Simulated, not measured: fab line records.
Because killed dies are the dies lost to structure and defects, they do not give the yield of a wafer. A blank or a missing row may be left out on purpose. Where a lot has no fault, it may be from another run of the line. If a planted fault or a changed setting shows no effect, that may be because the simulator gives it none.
Which tool did it? | flow sky130 | 10 lots, 30 wafers sampled, at 6 steps of a route of 708

WHAT THE GAUGES READ, wafer by wafer
SKY_VIA2_THK_MEAS_01. Usual: for VIA2_HDPCVD_THK the level is 1181 nm and the standard deviation is 13.
lot  | measured     | on           | VIA2_HDPCVD_THK (nm) | flag
L658 | day 36 22:10 | filmMetro-02 | 1180 1174 1156       | 
L659 | day 37 11:19 | filmMetro-02 | 1180 1168 1177       | 
L660 | day 37 14:58 | filmMetro-03 | 1200 1194 1190       | 
L661 | day 38 00:49 | filmMetro-03 | 1176 1180 1170       | 
L664 | day 39 03:19 | filmMetro-03 | 1186 1177 1184       | 
L666 | day 39 16:25 | filmMetro-03 | 1189 1191 1189       | 
L667 | day 39 22:43 | filmMetro-03 | 1200 1200 1196       | 
L672 | day 41 07:03 | filmMetro-03 | 1192 1163 1159       | 
L673 | day 41 07:25 | filmMetro-02 | 1200 1192 1206       | 
L675 | day 42 02:25 | filmMetro-03 | 1180 1181 1194       | 

SKY_VIA2_RS_MEAS_22: uses a four-point probe to measure. Usual: for VIA2_W_RS the level is 0.273 ohm/sq and the standard deviation is 0.0031.
lot  | measured     | on           | VIA2_W_RS (ohm/sq) | flag
L658 | day 38 01:49 | filmMetro-03 | 0.279 0.274 0.276  | 
L659 | day 38 13:41 | filmMetro-03 | 0.278 0.275 0.278  | 
L660 | day 38 17:52 | filmMetro-02 | 0.275 0.274 0.272  | 
L661 | day 39 03:04 | filmMetro-04 | 0.280 0.278 0.275  | 
L664 | day 40 05:20 | filmMetro-02 | 0.271 0.270 0.273  | 
L666 | day 40 17:58 | filmMetro-04 | 0.273 0.273 0.273  | 
L667 | day 41 00:06 | filmMetro-04 | 0.276 0.273 0.272  | 
L672 | day 42 09:00 | filmMetro-03 | 0.275 0.276 0.273  | 
L673 | day 42 09:09 | filmMetro-02 | 0.269 0.275 0.275  | 
L675 | day 43 02:43 | filmMetro-03 | 0.276 0.271 0.271  | 

SKY_CAPM_RS_MEAS_03: uses a four-point probe to measure. Usual: for CAPM_TIN_RS the level is 6.89 ohm/sq and the standard deviation is 0.069.
lot  | measured     | on           | CAPM_TIN_RS (ohm/sq) | flag
L658 | day 38 02:50 | filmMetro-01 | 6.97 6.94 6.96       | 
L659 | day 38 14:31 | filmMetro-02 | 6.90 6.84 6.95       | 
L660 | day 38 18:42 | filmMetro-04 | 6.97 6.90 6.95       | 
L661 | day 39 03:57 | filmMetro-04 | 6.99 6.94 7.02       | 
L664 | day 40 06:10 | filmMetro-02 | 6.87 6.85 6.91       | 
L666 | day 40 18:47 | filmMetro-01 | 7.55 6.74 7.53       | OFF
L667 | day 41 00:56 | filmMetro-04 | 6.82 7.70 6.94       | OFF
L672 | day 42 10:00 | filmMetro-01 | 6.75 6.88 6.76       | 
L673 | day 42 10:10 | filmMetro-01 | 6.93 6.87 6.92       | 
L675 | day 43 03:33 | filmMetro-02 | 6.96 6.88 6.88       | 

SKY_CAPM_THK_MEAS_04: measures by xrf. Usual: for CAPM_TIN_THK the level is 200.7 nm and the standard deviation is 2.2.
lot  | measured     | on           | CAPM_TIN_THK (nm) | flag
L658 | day 38 02:58 | filmMetro-01 | 198.4 199.2 197.5 | 
L659 | day 38 14:37 | filmMetro-02 | 202.1 202.5 200.2 | 
L660 | day 38 18:49 | filmMetro-04 | 199.5 201.3 200.0 | 
L661 | day 39 04:04 | filmMetro-04 | 198.4 199.6 196.8 | 
L664 | day 40 06:17 | filmMetro-02 | 203.4 203.2 202.7 | 
L666 | day 40 18:53 | filmMetro-01 | 181.9 202.9 181.3 | OFF
L667 | day 41 01:03 | filmMetro-04 | 202.1 180.6 199.1 | OFF
L672 | day 42 10:07 | filmMetro-01 | 203.9 199.5 203.0 | 
L673 | day 42 10:17 | filmMetro-01 | 198.8 200.1 198.3 | 
L675 | day 43 03:40 | filmMetro-02 | 199.5 200.4 202.8 | 

EACH LOT AND THE TOOL THAT RAN IT (in order: tool; ch and the chambers of the sampled wafers; start)
lot  | SKY_METAL2_DESCUM_17             | SKY_CAPM_SPUTTER_02
L658 | rieMetal-02 ch 0, day 36 21:04   | pvdSputter-04, day 38 02:44
L659 | rieMetal-01 ch 0,1, day 37 10:25 | pvdSputter-03, day 38 14:23
L660 | rieMetal-03 ch 0,1, day 37 14:04 | pvdSputter-03, day 38 18:34
L661 | rieMetal-01 ch 0,1, day 37 23:52 | pvdSputter-02, day 39 03:50
L664 | rieMetal-02 ch 0,1, day 39 02:25 | pvdSputter-04, day 40 06:04
L666 | rieMetal-03 ch 0,1, day 39 15:31 | pvdSputter-03, day 40 18:40
L667 | rieMetal-01 ch 0,1, day 39 21:49 | pvdSputter-03, day 41 00:49
L672 | rieMetal-02 ch 0,1, day 41 06:07 | pvdSputter-02, day 42 09:52
L673 | rieMetal-01 ch 0, day 41 06:28   | pvdSputter-04, day 42 09:59
L675 | rieMetal-02 ch 0,1, day 42 01:31 | pvdSputter-04, day 43 03:26
- SKY_METAL2_DESCUM_17: chemistry O2, time 8 s.
- SKY_CAPM_SPUTTER_02: material TiN, target thk 200 nm, time 166.7 s.

AS READ BY THE TOOLS THEMSELVES (means over the sampled wafers that have a number; for cases with no such wafer, the mark the record gives instead)
SKY_METAL2_DESCUM_17. Usual: drypumpMotorCurrentA 5.7 A, standard deviation 0.53; oesProductAu 1.004 a.u., standard deviation 0.0072.
lot  | tool        | drypumpMotorCurrentA (A) | oesProductAu (a.u.) | flag
L658 | rieMetal-02 | 6.4                      | 1.011               | 
L659 | rieMetal-01 | 5.4                      | 1.014               | 
L660 | rieMetal-03 | 5.8                      | 1.003               | 
L661 | rieMetal-01 | 5.2                      | 1.003               | 
L664 | rieMetal-02 | 5.8                      | 1.002               | 
L666 | rieMetal-03 | 5.8                      | 0.997               | 
L667 | rieMetal-01 | 5.4                      | 1.010               | 
L672 | rieMetal-02 | 6.1                      | 1.009               | 
L673 | rieMetal-01 | 4.9                      | 1.001               | 
L675 | rieMetal-02 | 5.8                      | 1.000               | 

SKY_CAPM_SPUTTER_02. Usual: 30.6 % for throttleValvePct, sd 0.93.
lot  | tool          | throttleValvePct (%) | flag
L658 | pvdSputter-04 | 30.8                 | 
L659 | pvdSputter-03 | 31.0                 | 
L660 | pvdSputter-03 | 31.1                 | 
L661 | pvdSputter-02 | 29.2                 | 
L664 | pvdSputter-04 | 30.9                 | 
L666 | pvdSputter-03 | 31.2                 | 
L667 | pvdSputter-03 | 31.1                 | 
L672 | pvdSputter-02 | 29.4                 | 
L673 | pvdSputter-04 | 29.6                 | 
L675 | pvdSputter-04 | 30.1                 | 

THE ANSWER, worked out from the rows above alone
Rule: a lot is off if the mean of its wafers that have a number lies more than 3 standard deviations from the usual mean. A lot without any number at a reading at which 4 lots or more have one is off too. All remaining lots with rows at the step are treated as sound. After the gauges, taken in route order, come the tools' own readings; for these a lot's mean is taken, as printed above. The first step at which some lot is off is used, and at that step the reading that is off furthest; a lot without a number counts as furthest.
Off: at SKY_CAPM_RS_MEAS_03 (CAPM_TIN_RS), L666, L667.
If a tool, at a process step before that reading, ran all the lots that are off and no sound lot after the first of them, it fits. Gauges at SKY_CAPM_RS_MEAS_03: tried the same way as those tools. One fits: pvdSputter-03 at SKY_CAPM_SPUTTER_02. Its last sound lot is L660 (day 38 18:34), its first lot that is off L666 (day 40 18:40): a fault that began between those two fits.

WHAT HAD BEEN PUT IN BY THE SIMULATOR
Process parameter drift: pvdSputter-03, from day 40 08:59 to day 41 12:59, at SKY_CAPM_SPUTTER_02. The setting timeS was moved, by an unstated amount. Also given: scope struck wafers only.
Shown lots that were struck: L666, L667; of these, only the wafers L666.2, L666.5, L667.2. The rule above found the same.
